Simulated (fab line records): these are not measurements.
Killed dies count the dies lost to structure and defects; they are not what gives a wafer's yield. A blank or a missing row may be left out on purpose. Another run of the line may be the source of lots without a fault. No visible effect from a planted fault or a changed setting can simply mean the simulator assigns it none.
Tool commonality check ; flow gf180mcu ; 12 lots, 36 wafers sampled

== REASON FOR OPENING ==
Flagged at GF_V5_CD_MEAS_14: reading cdNm, on 2 of 12 lots. No-fault wafers: 260.2 nm, standard deviation 1.1.
Rule: a lot is flagged when every wafer of it that has a number lies more than 4 standard deviations from that mean, or none has a number. As for the other lots, they are considered sound.

lot;measured;on;cdNm (nm), wafer by wafer;flag
L347;day 27 07:05;cdSem-02;260.6 261.3 260.2;
L348;day 27 11:00;cdSem-02;261.0 261.2 261.6;
L349;day 27 19:28;cdSem-01;260.9 261.4 260.9;
L350;day 28 06:17;cdSem-02;297.2 296.2 296.6;FLAGGED
L351;day 28 13:46;cdSem-02;259.4 259.9 260.4;
L352;day 28 18:30;cdSem-02;259.1 257.9 260.3;
L355;day 29 16:21;cdSem-01;290.1 290.2 290.0;FLAGGED
L359;day 30 20:22;cdSem-02;259.1 259.3 259.1;
L363;day 31 20:59;cdSem-01;259.9 260.1 259.8;
L364;day 32 07:15;cdSem-01;260.1 260.0 259.7;
L368;day 33 02:35;cdSem-02;260.4 263.0 263.6;
L369;day 33 05:34;cdSem-02;260.6 261.4 262.7;
Average over the flagged lots: 293.4 nm; offset from the usual +33.2 nm, equal to +30 standard deviations.

== LOT BY LOT: THE TOOL USED ==
Before the reading, the record contains 3 process steps out of a 602-step route. Every cell lists first the tool, next ch and the chambers used by the sampled wafers, and last the start.
lot;flag;GF_MIM_SPUTTER_08;GF_V5_CVD_02;GF_V5_EXPOSE_11
L347;;pvdSputter-02, day 24 14:24;pecvd-01 ch 1,2, day 26 10:34;krfScanner-02 ch 0, day 26 21:15
L348;;pvdSputter-02, day 24 18:48;pecvd-04 ch 0,2, day 26 14:34;krfScanner-01 ch 0, day 27 01:25
L349;;pvdSputter-03, day 25 04:01;pecvd-04 ch 0,1, day 26 22:48;krfScanner-01 ch 0, day 27 09:53
L350;FLAGGED;pvdSputter-03, day 25 14:53;pecvd-03 ch 0,1, day 27 10:26;krfScanner-01 ch 0, day 27 21:00
L351;;pvdSputter-03, day 25 22:11;pecvd-03 ch 1,2, day 27 16:53;krfScanner-02 ch 0, day 28 04:00
L352;;pvdSputter-04, day 26 05:30;pecvd-03 ch 0,2, day 27 22:39;krfScanner-02 ch 0, day 28 09:15
L355;FLAGGED;pvdSputter-03, day 27 04:45;pecvd-03 ch 0,1, day 28 21:27;krfScanner-01 ch 0, day 29 07:36
L359;;pvdSputter-02, day 28 11:04;pecvd-03 ch 0,1,2, day 30 02:12;krfScanner-02 ch 0, day 30 11:47
L363;;pvdSputter-04, day 29 12:41;pecvd-01 ch 0,1,2, day 31 03:08;krfScanner-02 ch 0, day 31 12:35
L364;;pvdSputter-04, day 30 01:26;pecvd-01 ch 0,2, day 31 14:14;krfScanner-02 ch 0, day 31 23:12
L368;;pvdSputter-04, day 30 22:44;pecvd-04 ch 0,1,2, day 32 10:06;krfScanner-02 ch 0, day 32 18:32
L369;;pvdSputter-04, day 31 01:23;pecvd-03 ch 0,1,2, day 32 12:45;krfScanner-02 ch 0, day 32 22:01
What these steps do:
- GF_MIM_SPUTTER_08: material AlCu, target thk 200 nm, time 10.6 s.
- GF_V5_CVD_02: deposits SiO2 from TEOS, target thk 1450 nm, time 163.28 s.
- GF_V5_EXPOSE_11: exposes mask Via5, target cd 260 nm.
- GF_V5_CD_MEAS_14: target cd 260 nm.

== FLAGGED OVER TOTAL, TOOL BY TOOL (the gauges that took the reading come last) ==
step;tool;lots run;flagged;share of the flagged lots;sound lots run after its first flagged lot
GF_MIM_SPUTTER_08;pvdSputter-02;3;0;none;-
GF_MIM_SPUTTER_08;pvdSputter-03;4;2;all;1 (L351)
GF_MIM_SPUTTER_08;pvdSputter-04;5;0;none;-
GF_V5_CVD_02;pecvd-01;3;0;none;-
GF_V5_CVD_02;pecvd-03;6;2;all;4 (L351,L352,L359,L369)
GF_V5_CVD_02;pecvd-04;3;0;none;-
GF_V5_EXPOSE_11;krfScanner-01;4;2;all;0
GF_V5_EXPOSE_11;krfScanner-02;8;0;none;-
GF_V5_CD_MEAS_14;cdSem-01;4;1;some;2 (L363,L364)
GF_V5_CD_MEAS_14;cdSem-02;8;1;some;5 (L351,L352,L359,L368,L369)

== WHAT IS ALLOWED BY THE TABLE ==
Every flagged lot was run by 3 rows of the table: pvdSputter-03 at GF_MIM_SPUTTER_08, pecvd-03 at GF_V5_CVD_02 and krfScanner-01 at GF_V5_EXPOSE_11.
- pvdSputter-03 at GF_MIM_SPUTTER_08: 2 of its 4 lots flagged. Sound lots ran on it after the first flagged one (L351), which a lasting fault on the whole tool wouldn't allow.
- pecvd-03 at GF_V5_CVD_02: 2 of its 6 lots flagged. Sound lots ran on it after the first flagged one (L351, L352, L359, L369), which a lasting fault on the whole tool wouldn't allow.
- krfScanner-01 at GF_V5_EXPOSE_11: 2 of its 4 lots flagged. Its last sound lot is L349 (day 27 09:53), its first flagged lot L350 (day 27 21:00): a fault that began between those two fits. Its own readings lie more than 4 standard deviations out on every wafer of the flagged lots: exposureDoseMJCm2.
krfScanner-01 at GF_V5_EXPOSE_11 is the single tool remaining.

== WHAT HAD BEEN PUT IN BY THE SIMULATOR ==
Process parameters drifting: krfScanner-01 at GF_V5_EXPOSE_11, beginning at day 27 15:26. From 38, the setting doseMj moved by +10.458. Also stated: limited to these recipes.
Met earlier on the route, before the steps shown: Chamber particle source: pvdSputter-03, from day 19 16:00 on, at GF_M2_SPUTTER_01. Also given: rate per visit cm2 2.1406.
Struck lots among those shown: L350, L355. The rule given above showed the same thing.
